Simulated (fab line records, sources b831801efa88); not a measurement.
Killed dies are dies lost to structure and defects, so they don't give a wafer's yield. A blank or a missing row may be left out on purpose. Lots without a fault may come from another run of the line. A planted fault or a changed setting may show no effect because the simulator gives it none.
A struck lot beside a sound one | flow sky130 | 35 steps out of a route of 708
Sound: wafers L712.2, L712.3, L712.5. Struck: wafers L730.1, L730.2, L730.4. The cause comes at the end.
At each step with rows: each side's tool, then ch and its chambers, then its first start. Under that, the readings that differ: sound wafers | struck wafers | difference of the means | sigmas: that difference in standard deviations of wafers without a fault.
alike: readings whose means differ by less than 2 such deviations, and words and numbers that are the same on both sides. not compared: withheld readings, readings that some wafer has no value for, bounds like >300 that may hide the same value, and numbers for which the record gives no deviation and whose values overlap.
The two part at a step that has a row with sigmas, a row that says differs or no value, or rows on one side only. Numbers that don't overlap but have no deviation are shown without sigmas and don't part them. A reading that every wafer of one side lacks parts them only if that side has two wafers or more.

first, 10 steps without rows for these wafers: SKY_GATE_OXIDE_COAT_05 (resist thk 1140 nm); SKY_GATE_OXIDE_SOFTBAKE_06 (time 60 s); SKY_GATE_OXIDE_EXPOSE_07 (exposes mask LVOM, target cd 600 nm); SKY_GATE_OXIDE_PEB_08; SKY_GATE_OXIDE_DEVELOP_09 (develop time 60 s); SKY_GATE_OXIDE_IMPLANT_11; SKY_GATE_OXIDE_WET_ETCH_12 (etches SiO2 in dHF, target depth 16.8 nm, time 336 s); SKY_GATE_OXIDE_STRIP_13 (strips in O2/N2); SKY_GATE_OXIDE_CLEAN_15 (cleans in SC1/SC2, time 150 s); SKY_GATE_OXIDE_OXIDATION_16 (stabilise 600 s, purge 300 s, target thk 3.57 nm).
SKY_POLY_GATE_CVD_00: deposits poly-Si, target thk 180 nm, time 720 s.
  sound on lpcvd-01 ch 1, day 14 22:25; struck on lpcvd-01 ch 0, day 21 07:04
  reading                                       | sound                | struck               | difference | sigmas
  spike_tc_bottom_C (C)                         | 640.6 643.1 642.7    | 623.7 624.9 624.8    | -17.7      | -13
  spike_tc_centre_C (C)                         | 619.6 619.4 619.9    | 607.3 608.4 605.3    | -12.6      | -13
  spike_tc_lower_C (C)                          | 621.6 622.8 622.4    | 604.1 604.5 606.1    | -17.4      | -12
  spike_tc_top_C (C)                            | 635.1 634.6 636.2    | 621.5 620.7 620.8    | -14.3      | -9
  spike_tc_upper_C (C)                          | 621.1 622.4 621.4    | 605.9 603.7 602.6    | -17.6      | -12
  susceptor_temp_C (C)                          | 620.16 620.17 620.42 | 605.26 604.98 605.10 | -15.14     | -54
  model.poly-Si_of_POLY_GATE_CVD_00.thk_nm (nm) | 180.2 178.9 179      | 129 127 128.5        | -51        |
SKY_POLY_GATE_THK_MEAS_01:
  sound on film_metro-04, day 14 23:37; struck on film_metro-01, day 21 08:30
  reading                   | sound             | struck            | difference | sigmas
  POLY_GATE_CVD_00_THK (nm) | 180.2 178.9 178.8 | 128.9 126.9 128.6 | -51.2      | -30
  not compared: hold
then, 8 steps without rows for these wafers: SKY_RES_PROTECT_HMDS_01 (prime time 60 s); SKY_RES_PROTECT_COAT_02 (resist thk 1140 nm); SKY_RES_PROTECT_SOFTBAKE_03 (time 60 s); SKY_RES_PROTECT_EXPOSE_04 (exposes mask RPM, target cd 1270 nm); SKY_RES_PROTECT_PEB_05; SKY_RES_PROTECT_DEVELOP_06 (develop time 60 s); SKY_POLY_GATE_IMPLANT_02; SKY_RES_PROTECT_STRIP_07 (strips in O2/N2).
SKY_RES_PROTECT_CLEAN_09: cleans in SC1/SC2, time 150 s.
  sound on wet_bench-03 ch 0, day 16 03:12; struck on wet_bench-04 ch 3, day 22 15:03
  reading                                       | sound             | struck            | difference | sigmas
  model.poly-Si_of_POLY_GATE_CVD_00.thk_nm (nm) | 179.6 178.2 178.3 | 128.3 126.3 127.9 | -51.2      |
then, 11 steps without rows for these wafers: SKY_POLY_GATE_CVD_03 (deposits Si3N4 from DCS/NH3, target thk 75 nm, time 1290 s); SKY_POLY_GATE_DEHYDRATE_05 (time 60 s); SKY_POLY_GATE_HMDS_06 (prime time 60 s); SKY_POLY_GATE_COAT_07 (resist thk 110 nm); SKY_POLY_GATE_COAT_08 (resist thk 450 nm); SKY_POLY_GATE_SOFTBAKE_09 (time 90 s); SKY_POLY_GATE_EXPOSE_10 (exposes mask P1M, target cd 150 nm); SKY_POLY_GATE_PEB_11; SKY_POLY_GATE_DEVELOP_12 (develop time 60 s); SKY_POLY_GATE_ETCH_15 (etches BARC in N2/H2, stops on SiO2, time 118.5 s, target depth 110 nm); SKY_POLY_GATE_ETCH_16 (etches Si3N4 in CH3F/O2, stops on poly-Si, time 147.5 s, target depth 75 nm).
SKY_POLY_GATE_ETCH_17: etches poly-Si in HBr/Cl2, stops on SiO2, target depth 180 nm, time 70.5 s.
  sound on rie_si-01 ch 1,2,3, day 17 10:41; struck on rie_si-01 ch 0,2,3, day 23 22:51
  reading                               | sound             | struck            | difference | sigmas
  oes_product_au (a.u.)                 | 0.992 0.971 0.977 | 0.780 0.783 0.786 | -0.197     | -28
  model.POLY_GATE.feature_depth_nm (nm) | 179.6 178.2 178.3 | 128.3 126.3 127.9 | -51.2      |
  model.etch.depth_nm (nm)              | 179.6 178.2 178.3 | 128.3 126.3 127.9 | -51.2      |
  alike: drypump_motor_current_A, he_backside_leak_sccm, rf_fwd_power_W, throttle_valve_pct
  not compared: rf_hours_counter_h
then, 1 step without rows for these wafers: SKY_POLY_GATE_STRIP_18 (strips in O2/N2).
-- the record jumps here: 27 days lie between the struck wafers' starts before and after (it left off in module POLY_GATE and takes up again in module PAD_OPEN, whose first step shown is number 708 of the route) --
SKY_PAD_OPEN_PROBE_99:
  sound on prober-01, day 46 13:02; struck on prober-01, day 50 11:22
  reading                              | sound             | struck            | difference | sigmas
  model.etest.res_high_po.line_ohm_um  | 729.7 764.3 756.6 | 976 989.2 987.7   | +234       |
  model.etest.res_poly.line_ohm_um     | 507.8 498.6 506.9 | 690.6 695.3 695.8 | +189.5     |
  model.etest.tip_sonos.rs_ohm_sq      | 2758 2793 2779    | 2521 2474 2483    | -284       |
  model.etest.res_high_po.rs_ohm_sq    | 259.6 266.8 264.4 | 341.6 352.2 348.7 | +83.9      |
  model.etest.res_poly.rs_ohm_sq       | 48.03 48.62 48.32 | 66.02 67.61 66.9  | +18.52     |
  model.etest.cap_li_to_poly.c_af_um2  | 100.5 99.43 99.46 | 87.28 85.24 86.08 | -13.60     |
  model.etest.tip_n.rs_ohm_sq          | 440 439.9 442.5   | 427.4 430.8 429.2 | -11.7      |
  model.etest.res_poly.rs_ohm_sq_range | 1.783 1.285 1.615 | 2.135 3.521 2.583 | +1.185     |
  alike: killed_at_M0_to_M3, killed_at_M4_up, killed_at_contacts, killed_at_front_end, killed_dies, killed_open, killed_short

WHERE THEY PART
First at SKY_POLY_GATE_CVD_00; last, within this record, at SKY_POLY_GATE_ETCH_17. Later steps at which nothing parts them and some readings are alike: SKY_PAD_OPEN_PROBE_99.

WHY: what the simulator had put in
Process parameter drift: lpcvd-01, from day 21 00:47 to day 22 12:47, at SKY_POLY_GATE_CVD_00. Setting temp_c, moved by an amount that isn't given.
